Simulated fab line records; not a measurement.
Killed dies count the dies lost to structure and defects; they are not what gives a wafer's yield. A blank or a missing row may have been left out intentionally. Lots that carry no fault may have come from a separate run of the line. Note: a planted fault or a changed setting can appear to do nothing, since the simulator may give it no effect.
What tool caused it?    flow gf180mcu    42 wafers from 14 lots sampled at 2 of the route's 602 steps

== WHAT THE GAUGES READ, wafer by wafer ==
GF_M4_CD_MEAS_14: target cd 280 nm.
lot   measured      on         cd-nm (nm)
L255  day 23 06:23  cd-sem-01  280.1 280.6 278.9
L257  day 24 04:11  cd-sem-02  279.9 279.0 280.0
L258  day 24 10:16  cd-sem-01  280.0 281.8 281.2
L259  day 24 19:11  cd-sem-02  279.4 279.3 277.7
L262  day 25 22:04  cd-sem-01  279.9 280.7 280.3
L266  day 27 04:47  cd-sem-02  278.8 279.4 279.5
L267  day 27 10:49  cd-sem-02  280.3 280.7 280.3
L270  day 28 10:32  cd-sem-02  278.8 280.3 278.9
L271  day 28 14:29  cd-sem-01  280.7 279.8 280.3
L273  day 29 06:53  cd-sem-02  279.9 279.7 279.5
L275  day 29 15:46  cd-sem-01  276.7 277.3 277.6
L276  day 30 01:44  cd-sem-01  279.7 279.2 280.7
L277  day 30 07:23  cd-sem-02  281.6 281.6 281.0
L278  day 30 14:44  cd-sem-02  279.9 280.3 281.7

GF_V4_THK_MEAS_03.
lot   measured      on             V4_CVD_02_THK (nm)
L255  day 23 07:32  film-metro-02  852 853 860
L257  day 24 05:11  film-metro-02  842 842 847
L258  day 24 11:16  film-metro-03  845 849 851
L259  day 24 20:11  film-metro-02  855 863 858
L262  day 25 23:13  film-metro-03  852 867 864
L266  day 27 05:53  film-metro-03  851 855 864
L267  day 27 11:53  film-metro-01  848 848 849
L270  day 28 11:32  film-metro-02  839 856 848
L271  day 28 15:29  film-metro-02  839 834 842
L273  day 29 07:53  film-metro-03  844 848 856
L275  day 29 16:47  film-metro-01  845 852 866
L276  day 30 02:44  film-metro-01  849 842 863
L277  day 30 08:23  film-metro-01  855 853 872
L278  day 30 15:51  film-metro-02  843 854 854

== EACH LOT AND THE TOOL THAT RAN IT (in order: tool; ch and the chambers of the sampled wafers; start) ==
No process step before these readings appears in the record.

== AS READ BY THE TOOLS THEMSELVES (means over the sampled wafers that have a number; for cases with no such wafer, the mark the record gives instead) ==
The record holds no such reading with a usual standard deviation.

== THE ANSWER, worked out from the rows above alone ==
Rule: the usual values come from the lots themselves. Put in order of their means at a reading, lots are off if they are a third of the lots or fewer, leave a main group of 4 or more, and stand apart from it by a gap of 3 or more times the standard deviation of the main group's means; of several such gaps the widest counts. The tables above print the reading to a certain number of digits; a main group whose means all agree to those digits is not used. A lot without any number at a reading at which 4 lots or more have one is off too. Where the step has rows for the other lots, those lots are counted as sound. First the gauges in route order, then the tools' own readings, where a lot's mean is used as printed above. The first step at which some lot is off is used, and at that step the reading that is off furthest; a lot without a number counts as furthest.
No lot is off at any reading shown: from this, nothing can be told.

== WHAT THE SIMULATOR HAD PUT IN ==
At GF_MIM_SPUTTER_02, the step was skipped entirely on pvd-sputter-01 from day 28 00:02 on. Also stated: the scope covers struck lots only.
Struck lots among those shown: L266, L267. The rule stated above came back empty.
